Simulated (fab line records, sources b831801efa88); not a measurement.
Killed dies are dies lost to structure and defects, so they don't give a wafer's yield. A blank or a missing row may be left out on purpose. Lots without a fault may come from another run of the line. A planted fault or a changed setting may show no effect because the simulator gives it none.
Which tool did it? | flow sky130 | 24 lots, 72 wafers sampled, at 6 steps of a route of 708

WHAT THE GAUGES READ, wafer by wafer
SKY_NWELL_RS_MEAS_31: measures by four-point-probe.
lot  | measured     | on            | PWDE_RS (ohm/sq)
L074 | day 5 13:16  | film_metro-03 | 5282 5259 5290
L075 | day 5 15:07  | film_metro-02 | 5295 5296 5311
L076 | day 5 21:08  | film_metro-02 | 5286 5278 5294
L077 | day 5 22:58  | film_metro-02 | 5245 5236 5236
L078 | day 6 04:13  | film_metro-02 | 5264 5271 5261
L079 | day 6 14:02  | film_metro-03 | 5281 5295 5277
L080 | day 6 14:55  | film_metro-01 | 5274 5256 5272
L081 | day 6 18:24  | film_metro-01 | 5272 5275 5262
L082 | day 7 00:12  | film_metro-01 | 5277 5284 5266
L083 | day 7 09:43  | film_metro-02 | 5267 5284 5275
L084 | day 7 15:46  | film_metro-01 | 5250 5239 5246
L085 | day 7 22:10  | film_metro-01 | 5245 5262 5259
L086 | day 8 04:27  | film_metro-01 | 5297 5294 5288
L087 | day 8 10:02  | film_metro-01 | 5284 5328 5304
L088 | day 8 15:07  | film_metro-01 | 5280 5260 5271
L089 | day 8 19:19  | film_metro-01 | 5290 5297 5291
L090 | day 9 00:47  | film_metro-03 | 5290 5270 5260
L091 | day 9 11:08  | film_metro-01 | 5314 5294 5285
L092 | day 9 20:16  | film_metro-03 | 5246 5249 5250
L097 | day 11 13:43 | film_metro-01 | 5300 5305 5299
L094 | day 11 14:07 | film_metro-03 | 5244 5248 5238
L095 | day 11 14:43 | film_metro-01 | 5297 5285 5272
L096 | day 11 15:14 | film_metro-03 | 5291 5299 5297
L093 | day 11 16:07 | film_metro-03 | 5288 5289 5283

SKY_VT_ADJUST_HVTR_OVL_MEAS_08.
lot  | measured     | on         | VT_ADJUST_HVTR_OVL (nm)
L074 | day 9 11:07  | overlay-02 | 2.3 2.5 2.0
L075 | day 9 13:01  | overlay-02 | 3.7 1.9 3.0
L076 | day 9 21:24  | overlay-02 | 3.9 0.7 0.5
L077 | day 9 22:57  | overlay-01 | 1.6 3.1 2.4
L078 | day 10 04:30 | overlay-01 | 3.0 3.2 2.5
L079 | day 10 20:43 | overlay-02 | 0.3 3.1 1.1
L080 | day 10 22:46 | overlay-02 | 1.0 2.8 4.2
L081 | day 11 03:07 | overlay-01 | 3.0 1.3 0.6
L082 | day 11 11:39 | overlay-02 | 4.7 4.7 2.3
L083 | day 11 21:47 | overlay-02 | 0.5 0.2 3.1
L084 | day 12 06:07 | overlay-01 | 1.8 2.4 1.2
L085 | day 12 12:23 | overlay-02 | 2.8 -0.2 2.2
L086 | day 12 21:46 | overlay-02 | 1.6 3.3 3.6
L087 | day 13 03:21 | overlay-02 | 2.6 4.6 4.4
L088 | day 13 11:39 | overlay-02 | -1.0 0.0 0.5
L089 | day 13 14:08 | overlay-02 | 4.9 3.0 2.6
L090 | day 13 23:32 | overlay-02 | 3.6 4.6 2.7
L091 | day 14 11:43 | overlay-02 | 1.4 1.4 2.0
L092 | day 14 20:52 | overlay-02 | -0.8 -1.3 0.1
L097 | day 16 23:15 | overlay-02 | 2.6 4.8 4.2
L094 | day 17 00:42 | overlay-01 | 2.5 2.2 3.0
L095 | day 17 01:06 | overlay-01 | 2.4 2.7 2.1
L096 | day 17 02:25 | overlay-02 | 1.8 1.8 3.2
L093 | day 17 02:51 | overlay-02 | 2.1 2.0 1.3

SKY_SONOS_TUNNEL_OVL_MEAS_08.
lot  | measured     | on         | SONOS_TUNNEL_OVL (nm)
L074 | day 11 09:25 | overlay-01 | -0.2 -0.8 -0.6
L075 | day 11 10:40 | overlay-01 | 0.9 0.5 -1.1
L076 | day 11 20:17 | overlay-01 | -0.6 -0.4 1.7
L077 | day 11 21:29 | overlay-01 | -0.9 -1.9 2.0
L078 | day 12 02:49 | overlay-01 | 0.0 -0.7 2.0
L079 | day 12 20:44 | overlay-02 | 2.4 2.1 0.2
L080 | day 12 22:54 | overlay-02 | 1.9 1.4 2.4
L081 | day 13 04:12 | overlay-01 | 2.3 1.2 1.0
L082 | day 13 13:03 | overlay-01 | -1.4 -0.8 -1.8
L083 | day 13 22:49 | overlay-01 | 0.8 -0.4 0.1
L084 | day 14 09:00 | overlay-02 | 0.8 -0.9 0.0
L085 | day 14 15:35 | overlay-01 | 1.3 1.6 2.6
L086 | day 15 01:07 | overlay-02 | 0.5 -0.9 0.5
L087 | day 15 07:59 | overlay-02 | 3.4 3.6 1.5
L088 | day 15 16:52 | overlay-01 | 0.3 1.1 1.0
L089 | day 15 19:56 | overlay-01 | -0.1 -0.2 0.2
L090 | day 16 06:21 | overlay-01 | -0.1 -2.1 0.2
L091 | day 16 18:32 | overlay-02 | -0.2 -1.1 1.3
L092 | day 17 05:02 | overlay-01 | 2.3 -0.9 -0.6
L097 | day 19 12:23 | overlay-01 | 0.6 0.5 -1.2
L094 | day 19 15:02 | overlay-02 | -0.3 -3.1 0.2
L095 | day 19 15:26 | overlay-01 | -1.7 -0.2 -2.7
L096 | day 19 16:20 | overlay-02 | 2.0 2.5 1.0
L093 | day 19 16:40 | overlay-02 | 1.1 0.8 2.0

SKY_POLY_GATE_THK_MEAS_01.
lot  | measured     | on            | POLY_GATE_CVD_00_THK (nm)
L074 | day 13 19:37 | film_metro-04 | 180.1 180.3 180.0
L075 | day 14 00:28 | film_metro-03 | 179.1 177.4 176.9
L076 | day 14 06:45 | film_metro-04 | 181.2 182.3 183.2
L077 | day 14 15:53 | film_metro-04 | 179.2 180.8 181.1
L078 | day 14 20:18 | film_metro-03 | 178.5 180.4 179.8
L079 | day 15 15:39 | film_metro-03 | 179.2 179.0 180.1
L080 | day 15 15:40 | film_metro-04 | 178.9 180.5 179.2
L081 | day 16 01:16 | film_metro-04 | 178.4 176.5 178.2
L082 | day 16 06:32 | film_metro-04 | 177.6 177.3 178.9
L083 | day 16 21:13 | film_metro-04 | 179.9 179.5 178.1
L084 | day 17 08:01 | film_metro-03 | 180.4 179.7 179.1
L085 | day 17 10:53 | film_metro-04 | 180.6 180.2 179.9
L086 | day 17 21:33 | film_metro-03 | 178.0 179.1 178.1
L087 | day 18 03:09 | film_metro-04 | 176.5 176.1 176.0
L088 | day 18 12:43 | film_metro-04 | 177.6 178.3 177.5
L089 | day 18 22:46 | film_metro-03 | 180.2 179.3 178.8
L090 | day 19 04:32 | film_metro-03 | 178.7 179.5 179.3
L091 | day 19 22:10 | film_metro-04 | 180.5 180.7 180.6
L092 | day 20 11:55 | film_metro-03 | 180.4 177.1 178.1
L097 | day 22 09:45 | film_metro-03 | 179.7 179.5 180.1
L094 | day 22 11:40 | film_metro-02 | 176.7 176.6 174.9
L095 | day 22 14:31 | film_metro-04 | 176.9 179.0 176.1
L096 | day 22 17:16 | film_metro-02 | 180.4 178.6 179.4
L093 | day 22 16:04 | film_metro-04 | 180.1 180.8 179.1

SKY_LDD_HVP_OVL_MEAS_07.
lot  | measured     | on         | LDD_HVP_OVL (nm)
L074 | day 21 06:56 | overlay-02 | 2.3 3.4 2.6
L075 | day 21 14:01 | overlay-02 | 0.8 0.7 -0.5
L076 | day 21 18:56 | overlay-02 | -0.5 -0.9 -1.8
L077 | day 22 07:41 | overlay-01 | -0.4 1.5 0.0
L078 | day 22 15:20 | overlay-02 | 1.1 1.9 1.5
L079 | day 23 09:46 | overlay-02 | 0.8 -0.1 -0.6
L080 | day 23 09:50 | overlay-01 | -0.1 1.2 -0.2
L081 | day 23 18:17 | overlay-01 | 1.1 0.2 0.5
L082 | day 24 02:53 | overlay-01 | -1.5 -1.9 -1.4
L083 | day 24 17:40 | overlay-02 | 0.4 0.7 1.1
L084 | day 25 06:24 | overlay-02 | 0.6 -0.4 2.0
L085 | day 25 08:29 | overlay-01 | 0.0 2.2 0.4
L086 | day 25 16:04 | overlay-02 | -1.1 0.9 -0.6
L087 | day 25 23:25 | overlay-01 | 0.6 -0.8 -0.7
L088 | day 26 08:38 | overlay-02 | -2.4 -1.4 -0.3
L089 | day 26 17:31 | overlay-01 | 1.5 -0.3 -0.8
L090 | day 26 20:47 | overlay-02 | -0.6 -0.6 -0.8
L091 | day 27 14:20 | overlay-01 | 3.0 2.3 1.1
L092 | day 28 04:28 | overlay-01 | -1.2 -0.7 -1.4
L097 | day 29 23:40 | overlay-02 | -1.2 -1.2 -1.3
L094 | day 30 00:17 | overlay-01 | 1.0 3.1 2.0
L095 | day 30 02:01 | overlay-02 | 0.9 1.1 0.3
L096 | day 30 08:49 | overlay-02 | 0.0 0.1 -0.3
L093 | day 30 03:38 | overlay-02 | -0.2 1.3 0.0

WHICH TOOL RAN EACH LOT (tool, then ch and the chambers of the sampled wafers, then the start)
lot  | SKY_VT_ADJUST_HVTR_STRIP_10
L074 | plasma_asher-02 ch 0,1, day 9 11:19
L075 | plasma_asher-04 ch 0,1, day 9 13:13
L076 | plasma_asher-04 ch 0, day 9 21:35
L077 | plasma_asher-01 ch 0, day 9 23:08
L078 | plasma_asher-04 ch 0,1, day 10 04:41
L079 | plasma_asher-04 ch 0,1, day 10 20:53
L080 | plasma_asher-04 ch 0,1, day 10 22:56
L081 | plasma_asher-02 ch 0,1, day 11 03:19
L082 | plasma_asher-02 ch 0,1, day 11 11:52
L083 | plasma_asher-02 ch 0,1, day 11 21:59
L084 | plasma_asher-02 ch 0,1, day 12 06:17
L085 | plasma_asher-01 ch 0,1, day 12 12:35
L086 | plasma_asher-02 ch 0,1, day 12 21:56
L087 | plasma_asher-04 ch 0, day 13 03:32
L088 | plasma_asher-04 ch 0,1, day 13 12:16
L089 | plasma_asher-04 ch 0,1, day 13 14:20
L090 | plasma_asher-04 ch 0,1, day 13 23:44
L091 | plasma_asher-02 ch 0,1, day 14 11:53
L092 | plasma_asher-04 ch 0,1, day 14 21:05
L097 | plasma_asher-04 ch 0,1, day 16 23:26
L094 | plasma_asher-02 ch 0,1, day 17 00:55
L095 | plasma_asher-04 ch 0,1, day 17 01:17
L096 | plasma_asher-02 ch 0,1, day 17 02:35
L093 | plasma_asher-04 ch 0,1, day 17 03:02
- SKY_VT_ADJUST_HVTR_STRIP_10: strips in O2/N2.

WHAT THE TOOLS THEMSELVES READ (means of the sampled wafers that have a number; where no wafer has one, the mark that the record gives instead)
SKY_VT_ADJUST_HVTR_STRIP_10.
lot  | tool            | drypump_motor_current_A (A) | oes_product_au (a.u.) | strip_time_to_endpoint_s (s)
L074 | plasma_asher-02 | 5.6                         | 0.718                 | 14.20
L075 | plasma_asher-04 | 6.1                         | 0.714                 | 14.23
L076 | plasma_asher-04 | 6.5                         | 0.719                 | 14.23
L077 | plasma_asher-01 | 5.8                         | 0.714                 | 14.26
L078 | plasma_asher-04 | 5.7                         | 0.717                 | 14.23
L079 | plasma_asher-04 | 5.7                         | 0.714                 | 14.20
L080 | plasma_asher-04 | 5.7                         | 0.717                 | 14.22
L081 | plasma_asher-02 | 5.7                         | 0.720                 | 14.20
L082 | plasma_asher-02 | 5.6                         | 0.715                 | 14.20
L083 | plasma_asher-02 | 5.6                         | 0.715                 | 14.12
L084 | plasma_asher-02 | 6.1                         | 0.716                 | 14.17
L085 | plasma_asher-01 | 6.3                         | 0.714                 | 14.13
L086 | plasma_asher-02 | 5.7                         | 0.715                 | 14.15
L087 | plasma_asher-04 | 6.5                         | 0.713                 | 14.19
L088 | plasma_asher-04 | 6.1                         | 0.714                 | 14.13
L089 | plasma_asher-04 | 6.1                         | 0.720                 | 14.22
L090 | plasma_asher-04 | 6.1                         | 0.718                 | 14.13
L091 | plasma_asher-02 | 6.1                         | 0.712                 | 14.12
L092 | plasma_asher-04 | 5.8                         | 0.714                 | 14.08
L097 | plasma_asher-04 | 6.1                         | 0.711                 | 14.16
L094 | plasma_asher-02 | 6.1                         | 0.716                 | 14.09
L095 | plasma_asher-04 | 5.7                         | 0.714                 | 14.21
L096 | plasma_asher-02 | 5.6                         | 0.718                 | 14.17
L093 | plasma_asher-04 | 6.1                         | 0.715                 | 14.11

THE ANSWER, worked out from the rows above alone
Rule: what is usual is taken from the lots themselves. Put in order of their means at a reading, lots are off if they are a third of the lots or fewer, leave a main group of 4 or more, and stand apart from it by a gap of 3 or more times the standard deviation of the main group's means; of several such gaps the widest counts. A main group whose means are all the same, to the digits that the tables above print for the reading, isn't used. A lot without any number at a reading at which 4 lots or more have one is off too. The other lots that the step has rows for count as sound. The gauges are gone through in route order, then the tools' own readings, and for those a lot's mean is taken as printed above. The first step at which some lot is off is used, and at that step the reading that is off furthest; a lot without a number counts as furthest.
No lot is off at any reading shown: from this, nothing can be told.

WHAT THE SIMULATOR HAD PUT IN
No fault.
